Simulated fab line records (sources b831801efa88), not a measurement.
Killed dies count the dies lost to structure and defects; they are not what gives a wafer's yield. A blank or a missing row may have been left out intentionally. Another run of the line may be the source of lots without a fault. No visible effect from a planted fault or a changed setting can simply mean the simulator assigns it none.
8D (eight disciplines) problem report, filled in by code || flow gf180mcu || the parts of the form that need people (team, actions taken, sign-off) are left out

1. WHAT IS WRONG
Wafers free of any fault read 46.13 ohm/sq (standard deviation 0.092) for NSD_RS at GF_PSD_RS_MEAS_14, against a mean of 47.39 ohm/sq on 6 wafers of 2 lots. That is +14 standard deviations from the usual mean.
The step: measures by four-point-probe.
First observed at day 21 01:43: wafer L266.2, on film metro-02. The record holds 36 wafers of 12 lots with a number at this step. The rule behind "out" and "out of limits": a value lying over 4 standard deviations away from the usual mean. The other wafers with a number count as sound.

2. WHAT IT IS, WHAT IT ISN'T
{"question": "which readings at this step", "is": "NSD_RS", "is not": "-"}
{"question": "which lots", "is": "L266, L267", "is not": "L250, L254, L255, L257, L260, L261, L262, L270, L271, L272"}
{"question": "which wafers of those lots", "is": "all that have a number", "is not": "-"}
{"question": "read on which gauges", "is": "film metro-02, film metro-04", "is not": "film metro-01"}
{"question": "when", "is": "from day 21 01:43", "is not": "up to then (21 sound wafers); but 9 sound wafers of L270, L271, L272 came after"}

3. THE SUSPECTS, EACH WITH WHAT RULES IT OUT
Counting: a tool at a process step up to the reading stays a suspect if it ran every lot that is out and no sound lot after the first of them.
- the gauge at GF_PSD_RS_MEAS_14: ruled out. The wafers that are out were read on 2 gauges (film metro-02, film metro-04).
- implanter-01 at GF_NSD_IMPLANT_09: kept. It processed each lot that is out, first L266 at day 20 00:18, and no sound lot thereafter; up to then, the last sound lot it processed was L260 at day 17 04:12. On those wafers its own readings are out: beam energy keV.
- plasma asher-04 at GF_NSD_STRIP_11 (strips in O2/N2): ruled out as a lasting fault. Following L266 (day 20 00:34), the first lot on it that is out, the sound lots L270 were run on it.
The count leaves implanter-01 at GF_NSD_IMPLANT_09.

4. THE CAUSE (what the simulator had put in)
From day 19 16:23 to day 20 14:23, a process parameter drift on implanter-01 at GF_NSD_IMPLANT_09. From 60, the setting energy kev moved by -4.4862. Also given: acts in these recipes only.
The count eliminated every tool but this one.

5. THE CHAIN OF EFFECTS, in route order
Each row: a reading whose mean over the struck wafers that have a number lies more than 3 standard deviations from the usual. Readings are gone through only where the record gives a usual standard deviation; hours: the median, over the lots, of the time from a lot's start at the first step in this table giving one to that lot's start at this step; sigmas: the change measured in usual standard deviations.
{"hours": 0, "step": "GF_NSD_IMPLANT_09", "reading": "beam energy keV", "usual": 59.995, "on struck wafers": 55.509, "change": -4.486, "sigmas": "-99 or more"}
{"hours": 0, "step": "GF_NSD_STRIP_11", "reading": "strip time to endpoint s", "usual": "22.94 s", "on struck wafers": 22.37, "change": -0.57, "sigmas": -16}
{"hours": 26, "step": "GF_PSD_RS_MEAS_14", "reading": "NSD_RS", "usual": "46.13 ohm/sq", "on struck wafers": 47.39, "change": "+1.26", "sigmas": "+14"}
Process steps it contains:
- GF_NSD_IMPLANT_09
- GF_NSD_STRIP_11: strips in O2/N2.

6. WHAT WOULD HAVE CAUGHT IT SOONER
33 hours passed between the start of the fault at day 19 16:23 and the first reading out of limits at a measuring or inspecting step in this record, taken at day 21 01:43.
The tool's own readings at GF_NSD_IMPLANT_09 were out on every struck wafer that the step has a row for (beam energy keV): an alarm limit on them would have fired on the first of those.
By day 21 01:43 the whole set of lots that are out, 2 in number, had already begun GF_NSD_IMPLANT_09 on implanter-01. A hold on the tool at that time would have spared none of them.
